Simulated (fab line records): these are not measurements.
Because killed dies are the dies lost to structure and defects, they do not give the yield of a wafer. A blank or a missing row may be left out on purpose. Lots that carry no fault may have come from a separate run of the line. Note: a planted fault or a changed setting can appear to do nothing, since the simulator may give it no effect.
Which tool did it? + flow gf180mcu + route of 602 steps, sampled at 1 step: 13 lots, 39 wafers

WHAT EACH GAUGE READ, for each wafer
GF_V2_OVL_MEAS_15. Usual: V2_OVL gives -2 nm (standard deviation 6.4).
| lot  | measured     | on         | V2_OVL (nm) | flag |
|------|--------------|------------|-------------|------|
| L262 | day 20 14:25 | overlay-01 | -9 -5 -2    |      |
| L263 | day 20 16:17 | overlay-01 | 1 -3 4      |      |
| L265 | day 21 17:03 | overlay-02 | -3 9 11     |      |
| L264 | day 21 17:42 | overlay-02 | 3 7 -7      |      |
| L266 | day 21 19:58 | overlay-01 | -4 1 4      |      |
| L267 | day 22 13:28 | overlay-02 | -2 -4 -6    |      |
| L275 | day 25 01:03 | overlay-01 | -3 -1 -4    |      |
| L276 | day 25 09:17 | overlay-01 | -1 -11 -4   |      |
| L278 | day 25 20:16 | overlay-02 | -1 -1 1     |      |
| L281 | day 26 19:47 | overlay-02 | 6 0 1       |      |
| L282 | day 27 04:25 | overlay-02 | -13 -5 -11  |      |
| L283 | day 27 11:36 | overlay-01 | 3 1 2       |      |
| L284 | day 27 16:27 | overlay-01 | 1 -1 3      |      |

WHICH TOOL RAN EACH LOT (tool, then ch and the chambers of the sampled wafers, then the start)
There is no process step in the record ahead of these readings.

AS READ BY THE TOOLS THEMSELVES (means over the sampled wafers that have a number; for cases with no such wafer, the mark the record gives instead)
The record holds no such reading with a usual standard deviation.

THE ANSWER, worked out from the rows above alone
Rule: a lot is off if the mean of its wafers that have a number lies more than 3 standard deviations from the usual mean. Also off: a lot with no number at a reading for which 4 or more lots have one. Any other lot the step has rows for is counted as sound. After the gauges, taken in route order, come the tools' own readings; for these a lot's mean is taken, as printed above. The first step at which some lot is off is used, and at that step the reading that is off furthest; a lot without a number counts as furthest.
Across all readings shown, no lot is off: no conclusion can be drawn from this.

WHAT WAS PUT IN BY THE SIMULATOR
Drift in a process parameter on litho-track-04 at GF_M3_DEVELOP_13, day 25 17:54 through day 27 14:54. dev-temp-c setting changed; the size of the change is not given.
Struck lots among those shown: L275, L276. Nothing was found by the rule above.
